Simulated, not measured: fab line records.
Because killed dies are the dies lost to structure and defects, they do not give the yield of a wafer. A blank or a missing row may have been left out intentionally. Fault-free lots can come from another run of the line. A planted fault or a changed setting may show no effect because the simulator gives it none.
Which of the tools did it? | flow gf180mcu | 11 lots with 33 wafers sampled at 4 steps, on a route of 602 steps

WHAT THE GAUGES SHOWED, per wafer
GF_V4_RS_MEAS_24: the measuring method here is four-point-probe. Usual: V4_W_RS gives 0.329 ohm/sq (standard deviation 0.0034).
lot  | measured     | on            | V4_W_RS (ohm/sq)  | flag
L593 | day 24 12:02 | film-metro-02 | 0.328 0.326 0.330 |
L595 | day 24 22:50 | film-metro-02 | 0.326 0.328 0.332 |
L597 | day 26 01:55 | film-metro-02 | 0.329 0.331 0.330 |
L598 | day 26 11:33 | film-metro-03 | 0.334 0.331 0.334 |
L600 | day 26 16:43 | film-metro-03 | 0.325 0.326 0.324 |
L601 | day 27 07:34 | film-metro-02 | 0.328 0.330 0.331 |
L609 | day 29 13:52 | film-metro-03 | 0.194 0.333 0.337 | OFF
L610 | day 29 18:42 | film-metro-03 | 0.330 0.192 0.331 | OFF
L611 | day 30 03:02 | film-metro-04 | 0.325 0.323 0.326 |
L613 | day 30 20:30 | film-metro-03 | 0.330 0.325 0.329 |
L616 | day 31 08:56 | film-metro-04 | 0.331 0.327 0.324 |

GF_V4_THK_MEAS_25: measures by xrf. Usual: V4_W_THK gives 354 nm (standard deviation 5.3).
lot  | measured     | on            | V4_W_THK (nm) | flag
L593 | day 24 12:08 | film-metro-02 | 351 350 348   |
L595 | day 24 22:56 | film-metro-02 | 352 351 347   |
L597 | day 26 02:02 | film-metro-02 | 353 347 348   |
L598 | day 26 11:40 | film-metro-03 | 348 350 348   |
L600 | day 26 16:50 | film-metro-03 | 356 356 360   |
L601 | day 27 07:41 | film-metro-02 | 353 351 349   |
L609 | day 29 13:59 | film-metro-03 | - 354 347     |
L610 | day 29 18:48 | film-metro-03 | 353 - 354     |
L611 | day 30 03:08 | film-metro-04 | 359 363 359   |
L613 | day 30 20:36 | film-metro-03 | 355 362 355   |
L616 | day 31 09:02 | film-metro-04 | 359 364 371   |

WHAT TOOL EACH LOT RAN ON (gives the tool, then ch and the chambers of the sampled wafers, and finally the start)
lot  | GF_V3_SPUTTER_22             | GF_V4_CVD_23
L593 | pvd-sputter-03, day 22 11:44 | cvd-w-01 ch 0,1, day 24 11:55
L595 | pvd-sputter-04, day 22 23:41 | cvd-w-01 ch 0, day 24 22:42
L597 | pvd-sputter-04, day 24 04:02 | cvd-w-02 ch 0,1, day 26 01:48
L598 | pvd-sputter-01, day 24 13:26 | cvd-w-02 ch 0,1, day 26 11:26
L600 | pvd-sputter-03, day 24 19:28 | cvd-w-01 ch 0, day 26 16:35
L601 | pvd-sputter-01, day 25 10:42 | cvd-w-02 ch 0,1, day 27 07:28
L609 | pvd-sputter-04, day 27 21:16 | cvd-w-02 ch 0,1, day 29 13:44
L610 | pvd-sputter-01, day 28 00:52 | cvd-w-02 ch 0,1, day 29 18:35
L611 | pvd-sputter-01, day 28 08:16 | cvd-w-01 ch 0,1, day 30 02:54
L613 | pvd-sputter-04, day 29 04:22 | cvd-w-01 ch 0,1, day 30 20:23
L616 | pvd-sputter-04, day 29 16:49 | cvd-w-01 ch 0,1, day 31 08:48
- GF_V3_SPUTTER_22: material TiN, target thk 10 nm, time 40 s.
- GF_V4_CVD_23: deposits W, target thk 350 nm, time 104.9 s.

WHAT THE TOOLS THEMSELVES READ (means of the sampled wafers that have a number; where no wafer has one, the mark that the record gives instead)
GF_V3_SPUTTER_22. Usual: cathode-dc-power-W 4000.0 W, standard deviation 0.68; throttle-valve-pct 29.7 %, standard deviation 1.3.
lot  | tool           | cathode-dc-power-W (W) | throttle-valve-pct (%) | flag
L593 | pvd-sputter-03 | 3999.6                 | 30.1                   |
L595 | pvd-sputter-04 | 3998.9                 | 30.7                   |
L597 | pvd-sputter-04 | 4000.0                 | 29.4                   |
L598 | pvd-sputter-01 | 4000.1                 | 28.9                   |
L600 | pvd-sputter-03 | 3999.9                 | 29.5                   |
L601 | pvd-sputter-01 | 4000.4                 | 28.9                   |
L609 | pvd-sputter-04 | 4000.2                 | 30.2                   |
L610 | pvd-sputter-01 | 4000.3                 | 28.7                   |
L611 | pvd-sputter-01 | 3999.8                 | 29.2                   |
L613 | pvd-sputter-04 | 4000.2                 | 30.7                   |
L616 | pvd-sputter-04 | 3999.9                 | 29.8                   |

GF_V4_CVD_23. Usual: heater-power-w at 780 W, with a standard deviation of 83.
lot  | tool     | heater-power-w (W) | flag
L593 | cvd-w-01 | 805                |
L595 | cvd-w-01 | 901                |
L597 | cvd-w-02 | 762                |
L598 | cvd-w-02 | 711                |
L600 | cvd-w-01 | 895                |
L601 | cvd-w-02 | 763                |
L609 | cvd-w-02 | 728                |
L610 | cvd-w-02 | 764                |
L611 | cvd-w-01 | 819                |
L613 | cvd-w-01 | 817                |
L616 | cvd-w-01 | 823                |

THE ANSWER, worked out from the rows above alone
Rule: a lot counts as off when the mean over its wafers that have a number is more than 3 standard deviations away from the usual mean. Also off: a lot with no number at a reading for which 4 or more lots have one. Any other lot the step has rows for is counted as sound. After the gauges, taken in route order, come the tools' own readings; for these a lot's mean is taken, as printed above. The first step at which some lot is off is used, and at that step the reading that is off furthest; a lot without a number counts as furthest.
Off: L609, L610, seen at GF_V4_RS_MEAS_24 (V4_W_RS).
A tool fits if, at a process step before that reading, it ran every lot that is off, and no sound lot after the first of them. The gauges at GF_V4_RS_MEAS_24 are tried like those tools. One fits: GF_V4_CVD_23 on cvd-w-02. Its last sound lot is L601 (day 27 07:28), its first lot that is off L609 (day 29 13:44): a fault that began between those two fits.

WHAT THE SIMULATOR HAD PUT IN
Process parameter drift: cvd-w-02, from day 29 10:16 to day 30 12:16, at GF_V4_CVD_23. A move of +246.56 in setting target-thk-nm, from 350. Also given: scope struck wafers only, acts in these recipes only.
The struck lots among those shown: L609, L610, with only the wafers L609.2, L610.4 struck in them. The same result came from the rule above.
